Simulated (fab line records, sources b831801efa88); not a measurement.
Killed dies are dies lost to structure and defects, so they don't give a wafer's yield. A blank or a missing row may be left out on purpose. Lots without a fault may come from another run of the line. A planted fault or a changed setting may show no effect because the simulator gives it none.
One fault seen from 2 desks | flow sky130 | each desk has only its own numbers; what lay behind them comes last

THE METROLOGY DESK
What the gauges read, lot by lot, whatever tool the lot ran on: means of the sampled wafers that have a number. A lot is out of limits, marked OUT, if its mean lies more than 4 standard deviations from the usual mean; the brackets give that distance.
Columns: A = cd_nm at SKY_POLY_CUT_CD_MEAS_08, usual 270.2 nm; B = SD_N_RS at SKY_SD_N_RS_MEAS_16, usual 68.55 ohm/sq; C = SD_P_RS at SKY_SD_N_RS_MEAS_17, usual 147.0 ohm/sq
lot  | first seen here | A     | B               | C
L471 | day 25 06:28    | 268.8 | 68.44           | 146.9
L474 | day 27 00:18    | 268.8 | 68.87           | 147.3
L475 | day 27 03:35    | 270.5 | 68.58           | 147.1
L476 | day 27 12:26    | 268.6 | 68.58           | 147.4
L477 | day 27 19:26    | 270.9 | 68.57           | 147.1
L482 | day 29 13:01    | 270.7 | 68.65           | 146.9
L486 | day 30 23:05    | 272.0 | 68.52           | 146.5
L488 | day 32 00:46    | 270.2 | 71.28 (+21) OUT | 162.5 (+42) OUT
L490 | day 32 05:24    | 269.6 | 68.44           | 146.8
L491 | day 32 15:31    | 268.4 | 71.39 (+22) OUT | 162.6 (+42) OUT
L492 | day 32 20:43    | 270.0 | 68.46           | 146.7
This desk's finding: out of limits on L488, L491; first on L488, day 35 14:31 (SD_N_RS at SKY_SD_N_RS_MEAS_16). In limits: L471, L474, L475, L476, L477, L482, L486, L490, L492.

THE TOOL OWNER'S DESK: rtp_anneal-01
The tool's own readings at SKY_SD_N_RTA_14 (time 2 s): means of the sampled wafers that have a number, for each lot that ran on this tool. A lot is out of limits, marked OUT, if its mean lies more than 4 standard deviations from the usual mean; the brackets give that distance.
Columns: A = lamp_power_pct at SKY_SD_N_RTA_14, usual 15.74 %; B = wafer_temp_C_max at SKY_SD_N_RTA_14, usual 1078.2
lot  | first seen here | A     | B
L471 | day 29 00:04    | 15.72 | 1078.2
L475 | day 30 19:16    | 15.70 | 1077.6
L477 | day 31 10:31    | 15.73 | 1078.0
L488 | day 35 14:19    | 15.70 | 1077.8
L491 | day 36 06:53    | 15.73 | 1078.8
This desk's finding: nothing out of limits on any of the 5 lots.

PUT TOGETHER
The metrology desk could have raised an alarm at day 35 14:31, on L488, L491.
The tool owner's desk saw nothing out of limits.
The tool owner's desk has L488, L491 on record, within its limits.
Of the lots named, all ran SKY_SD_N_RTA_14 on rtp_anneal-01.

WHAT THE SIMULATOR HAD PUT IN
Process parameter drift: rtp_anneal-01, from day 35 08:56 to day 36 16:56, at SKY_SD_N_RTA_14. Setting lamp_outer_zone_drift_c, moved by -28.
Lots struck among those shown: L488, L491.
Hours from the fault's start to each desk's first reading out of limits: the metrology desk, 6.
